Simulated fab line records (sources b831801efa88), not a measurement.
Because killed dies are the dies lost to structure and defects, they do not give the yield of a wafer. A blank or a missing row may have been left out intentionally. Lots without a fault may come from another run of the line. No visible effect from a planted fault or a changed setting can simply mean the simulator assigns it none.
Which tool did it?    flow gf180mcu    42 wafers sampled from 14 lots at 1 step of a route of 602

## WHAT THE GAUGES SHOWED, per wafer
Not one reading of a measure or inspect step in the record can be checked against a usual standard deviation.

## WHAT TOOL EACH LOT RAN ON (gives the tool, then ch and the chambers of the sampled wafers, and finally the start)
lot   GF_STI_DEVELOP_11
L782  litho-track-03 ch 0, day 2 01:29
L785  litho-track-01 ch 0, day 2 16:58
L786  litho-track-02 ch 0, day 2 22:19
L787  litho-track-02 ch 0, day 3 02:46
L788  litho-track-02 ch 0, day 3 08:07
L789  litho-track-03 ch 0, day 3 13:17
L793  litho-track-02 ch 0, day 4 10:07
L794  litho-track-02 ch 0, day 4 14:32
L796  litho-track-03 ch 0, day 5 03:28
L797  litho-track-01 ch 0, day 5 06:23
L798  litho-track-02 ch 0, day 5 11:38
L799  litho-track-02, day 5 16:37
L800  litho-track-01, day 5 20:58
L802  litho-track-03 ch 0, day 6 08:17
- GF_STI_DEVELOP_11: develop time 60 s.

## AS READ BY THE TOOLS THEMSELVES (means over the sampled wafers that have a number; for cases with no such wafer, the mark the record gives instead)
GF_STI_DEVELOP_11. Usual: chill-plate-temp-C 23.00 C, standard deviation 0.11; developer-temp-C 21.00 C, standard deviation 0.1.
lot   tool            chill-plate-temp-C (C)  developer-temp-C (C)  flag
L782  litho-track-03  22.85                   20.92                 
L785  litho-track-01  22.96                   21.15                 
L786  litho-track-02  23.11                   20.93                 
L787  litho-track-02  23.07                   20.93                 
L788  litho-track-02  22.97                   21.10                 
L789  litho-track-03  23.11                   20.99                 
L793  litho-track-02  22.98                   21.03                 
L794  litho-track-02  23.08                   20.92                 
L796  litho-track-03  23.06                   21.08                 
L797  litho-track-01  23.14                   20.99                 
L798  litho-track-02  22.95                   21.10                 
L799  litho-track-02  -                       -                     OFF
L800  litho-track-01  -                       -                     OFF
L802  litho-track-03  22.96                   20.95                 

## THE ANSWER, worked out from the rows above alone
Rule: a lot is off if the mean of its wafers that have a number lies more than 3 standard deviations from the usual mean. Also off: a lot with no number at a reading for which 4 or more lots have one. Any other lot the step has rows for is counted as sound. After the gauges, taken in route order, come the tools' own readings; for these a lot's mean is taken, as printed above. The first step at which some lot is off is used, and at that step the reading that is off furthest; a lot without a number counts as furthest.
Off, at GF_STI_DEVELOP_11 on chill-plate-temp-C: L799, L800. Without a number there: L799, L800.
A tool fits if, at that step or a process step before it, it ran every lot that is off, and no sound lot after the first of them. No candidate that was tried fits.

## WHAT THE SIMULATOR HAD INSERTED
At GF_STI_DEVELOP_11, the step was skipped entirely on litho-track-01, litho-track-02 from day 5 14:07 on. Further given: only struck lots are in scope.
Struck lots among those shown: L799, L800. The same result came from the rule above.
